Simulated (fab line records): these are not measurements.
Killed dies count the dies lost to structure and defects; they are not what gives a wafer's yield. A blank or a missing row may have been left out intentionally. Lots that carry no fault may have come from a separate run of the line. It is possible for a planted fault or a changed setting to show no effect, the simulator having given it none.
The tool behind it: which one? | flow sky130 | 30 wafers from 10 lots sampled at 5 of the route's 708 steps

== WHAT EACH GAUGE READ, for each wafer ==
SKY_VIA3_THK_MEAS_23: measures by xrf. Usual: VIA3_W_THK typically reads 407 nm, with standard deviation 5.2.
lot  | measured     | on           | VIA3_W_THK (nm) | flag
L949 | day 39 11:46 | filmMetro-03 | 405 403 404     | 
L957 | day 42 03:20 | filmMetro-03 | 410 405 402     | 
L962 | day 43 21:22 | filmMetro-03 | 405 405 405     | 
L963 | day 43 21:50 | filmMetro-01 | 412 417 410     | 
L967 | day 45 09:22 | filmMetro-04 | 409 407 411     | 
L968 | day 45 11:55 | filmMetro-04 | 415 420 415     | 
L969 | day 45 14:41 | filmMetro-04 | 415 411 407     | 
L970 | day 45 18:46 | filmMetro-03 | 405 401 397     | 
L971 | day 46 01:10 | filmMetro-03 | 403 403 403     | 
L972 | day 46 01:35 | filmMetro-03 | 405 404 406     | 

== WHICH TOOL RAN EACH LOT (tool, then ch and the chambers of the sampled wafers, then the start) ==
lot  | SKY_METAL3_DESCUM_15             | SKY_METAL3_ETCH_16               | SKY_VIA3_ETCH_14                  | SKY_VIA3_STRIP_16
L949 | rieMetal-04 ch 0, day 38 07:22   | rieMetal-04 ch 0, day 38 07:24   | rieDiel-03 ch 1,3, day 39 10:46   | plasmaAsher-02 ch 0, day 39 10:52
L957 | rieMetal-01 ch 0,1, day 41 00:22 | rieMetal-01 ch 0,1, day 41 00:24 | rieDiel-04 ch 0,1,2, day 42 02:16 | plasmaAsher-03 ch 0,1, day 42 02:22
L962 | rieMetal-03 ch 0,1, day 42 19:49 | rieMetal-03 ch 0,1, day 42 19:50 | rieDiel-03 ch 0,1,2, day 43 20:22 | plasmaAsher-02 ch 0,1, day 43 20:28
L963 | rieMetal-01 ch 0,1, day 42 19:55 | rieMetal-01 ch 0,1, day 42 19:56 | rieDiel-01 ch 0,1,2, day 43 20:29 | plasmaAsher-04 ch 0,1, day 43 20:35
L967 | rieMetal-04 ch 0,1, day 44 08:43 | rieMetal-04 ch 0,1, day 44 08:46 | rieDiel-03 ch 0,2, day 45 08:19   | plasmaAsher-02 ch 0,1, day 45 08:26
L968 | rieMetal-01 ch 0,1, day 44 11:28 | rieMetal-01 ch 0,1, day 44 11:30 | rieDiel-04 ch 1,2,3, day 45 10:55 | plasmaAsher-03 ch 0,1, day 45 11:01
L969 | rieMetal-01 ch 0,1, day 44 14:53 | rieMetal-01 ch 0,1, day 44 14:56 | rieDiel-04 ch 1,2,3, day 45 13:40 | plasmaAsher-02 ch 0,1, day 45 13:47
L970 | rieMetal-03 ch 0,1, day 44 19:22 | rieMetal-03 ch 0,1, day 44 19:23 | rieDiel-04 ch 1,2,3, day 45 17:46 | plasmaAsher-02 ch 0,1, day 45 17:52
L971 | rieMetal-01 ch 1, day 45 01:31   | rieMetal-01 ch 1, day 45 01:36   | rieDiel-01 ch 0,1,2, day 46 00:10 | plasmaAsher-04 ch 0,1, day 46 00:16
L972 | rieMetal-03 ch 0,1, day 45 02:16 | rieMetal-03 ch 0,1, day 45 02:17 | rieDiel-04 ch 1,2,3, day 46 00:35 | plasmaAsher-03 ch 0,1, day 46 00:41
- SKY_METAL3_DESCUM_15: chemistry O2, time 8 s.
- SKY_METAL3_ETCH_16: etches BARC in N2/H2, stops on SiO2, time 88.2 s, target depth 60 nm.
- SKY_VIA3_ETCH_14: etches BARC in N2/H2, stops on SiO2, time 45.9 s, target depth 60 nm.
- SKY_VIA3_STRIP_16: strips in O2/N2.

== WHAT THE TOOLS THEMSELVES READ (means of the sampled wafers that have a number; where no wafer has one, the mark that the record gives instead) ==
SKY_METAL3_DESCUM_15. Usual: drypumpMotorCurrentA 5.76 A, standard deviation 0.22; oesProductAu 1.000 a.u., standard deviation 0.0067.
lot  | tool        | drypumpMotorCurrentA (A) | oesProductAu (a.u.) | flag
L949 | rieMetal-04 | 6.27                     | 1.001               | 
L957 | rieMetal-01 | 5.75                     | 0.995               | 
L962 | rieMetal-03 | 5.78                     | 0.997               | 
L963 | rieMetal-01 | 5.76                     | 0.993               | 
L967 | rieMetal-04 | 5.92                     | 0.998               | 
L968 | rieMetal-01 | 5.75                     | 0.998               | 
L969 | rieMetal-01 | 5.74                     | 0.999               | 
L970 | rieMetal-03 | 5.75                     | 1.000               | 
L971 | rieMetal-01 | 5.69                     | 0.991               | 
L972 | rieMetal-03 | 5.75                     | 1.000               | 

SKY_METAL3_ETCH_16. Usual: drypumpMotorCurrentA 5.77 A, standard deviation 0.22; h2FlowSccm 200.0 sccm, standard deviation 0.57; oesProductAu 0.625 a.u., standard deviation 0.0044; runLengthS 116.6 s, standard deviation 0.76; throttleValvePct 13.204 %, standard deviation 0.0095.
lot  | tool        | drypumpMotorCurrentA (A) | h2FlowSccm (sccm) | oesProductAu (a.u.) | runLengthS (s) | throttleValvePct (%) | flag
L949 | rieMetal-04 | 6.28                     | 200.3             | 0.630               | 116.0          | 13.212               | 
L957 | rieMetal-01 | 5.74                     | 199.6             | 0.625               | 119.7          | 13.199               | OFF
L962 | rieMetal-03 | 5.77                     | 199.7             | 0.625               | 116.3          | 13.193               | 
L963 | rieMetal-01 | 5.77                     | 200.5             | 0.625               | 116.6          | 13.215               | 
L967 | rieMetal-04 | 5.95                     | 200.1             | 0.629               | 116.2          | 13.200               | 
L968 | rieMetal-01 | 5.77                     | 200.0             | 0.625               | 116.7          | 13.209               | 
L969 | rieMetal-01 | 5.74                     | 199.8             | 0.622               | 116.7          | 13.199               | 
L970 | rieMetal-03 | 5.75                     | 200.1             | 0.622               | 116.2          | 13.202               | 
L971 | rieMetal-01 | 5.72                     | 199.7             | 0.626               | 116.7          | 13.209               | 
L972 | rieMetal-03 | 5.78                     | 199.9             | 0.624               | 116.1          | 13.204               | 

SKY_VIA3_ETCH_14. Usual: drypumpMotorCurrentA 5.6 A, standard deviation 0.48; h2FlowSccm 200.1 sccm, standard deviation 0.61; oesProductAu 0.854 a.u., standard deviation 0.0047; runLengthS 74.2 s, standard deviation 0.53; throttleValvePct 13.225 %, standard deviation 0.0087.
lot  | tool       | drypumpMotorCurrentA (A) | h2FlowSccm (sccm) | oesProductAu (a.u.) | runLengthS (s) | throttleValvePct (%) | flag
L949 | rieDiel-03 | 5.6                      | 200.4             | 0.853               | 74.6           | 13.229               | 
L957 | rieDiel-04 | 5.7                      | 199.8             | 0.909               | 71.9           | 13.227               | OFF
L962 | rieDiel-03 | 5.5                      | 199.9             | 0.852               | 74.4           | 13.231               | 
L963 | rieDiel-01 | 5.9                      | 199.8             | 0.854               | 74.3           | 13.227               | 
L967 | rieDiel-03 | 5.2                      | 199.5             | 0.854               | 74.4           | 13.224               | 
L968 | rieDiel-04 | 5.5                      | 199.5             | 0.852               | 74.2           | 13.220               | 
L969 | rieDiel-04 | 5.5                      | 200.6             | 0.858               | 73.9           | 13.237               | 
L970 | rieDiel-04 | 5.5                      | 200.7             | 0.857               | 74.0           | 13.227               | 
L971 | rieDiel-01 | 5.9                      | 200.2             | 0.855               | 74.2           | 13.230               | 
L972 | rieDiel-04 | 5.5                      | 199.9             | 0.856               | 73.8           | 13.229               | 

SKY_VIA3_STRIP_16. Usual: drypumpMotorCurrentA 6.2 A, standard deviation 0.36; o2FlowSccm 3001 sccm, standard deviation 9.2; oesProductAu 0.402 a.u., standard deviation 0.0043; stripTimeToEndpointS 4.132 s, standard deviation 0.024.
lot  | tool           | drypumpMotorCurrentA (A) | o2FlowSccm (sccm) | oesProductAu (a.u.) | stripTimeToEndpointS (s) | flag
L949 | plasmaAsher-02 | 6.3                      | 3007              | 0.401               | 4.142                    | 
L957 | plasmaAsher-03 | 6.0                      | 2995              | 0.398               | 4.146                    | 
L962 | plasmaAsher-02 | 6.2                      | 2995              | 0.401               | 4.131                    | 
L963 | plasmaAsher-04 | 6.5                      | 3008              | 0.399               | 4.092                    | 
L967 | plasmaAsher-02 | 6.1                      | 3003              | 0.403               | 4.147                    | 
L968 | plasmaAsher-03 | 6.0                      | 2999              | 0.403               | 4.150                    | 
L969 | plasmaAsher-02 | 6.2                      | 3002              | 0.399               | 4.152                    | 
L970 | plasmaAsher-02 | 6.2                      | 3008              | 0.398               | 4.120                    | 
L971 | plasmaAsher-04 | 6.2                      | 2997              | 0.404               | 4.147                    | 
L972 | plasmaAsher-03 | 6.0                      | 3003              | 0.403               | 4.141                    | 

== THE ANSWER, worked out from the rows above alone ==
Rule: a lot counts as off when the mean over its wafers that have a number is more than 3 standard deviations away from the usual mean. Also off: a lot with no number at a reading for which 4 or more lots have one. All remaining lots with rows at the step are treated as sound. Order of review: gauges by route order, followed by the tools' own readings, for which a lot's mean as printed above is used. The first step at which some lot is off is used, and at that step the reading that is off furthest; a lot without a number counts as furthest.
Off, at SKY_METAL3_ETCH_16 on runLengthS: L957.
If a tool, at that step or one of the process steps before it, ran each lot that is off and ran no sound lot following the first of them, it fits. None of those tried fits.

== WHAT THE SIMULATOR HAD PUT IN ==
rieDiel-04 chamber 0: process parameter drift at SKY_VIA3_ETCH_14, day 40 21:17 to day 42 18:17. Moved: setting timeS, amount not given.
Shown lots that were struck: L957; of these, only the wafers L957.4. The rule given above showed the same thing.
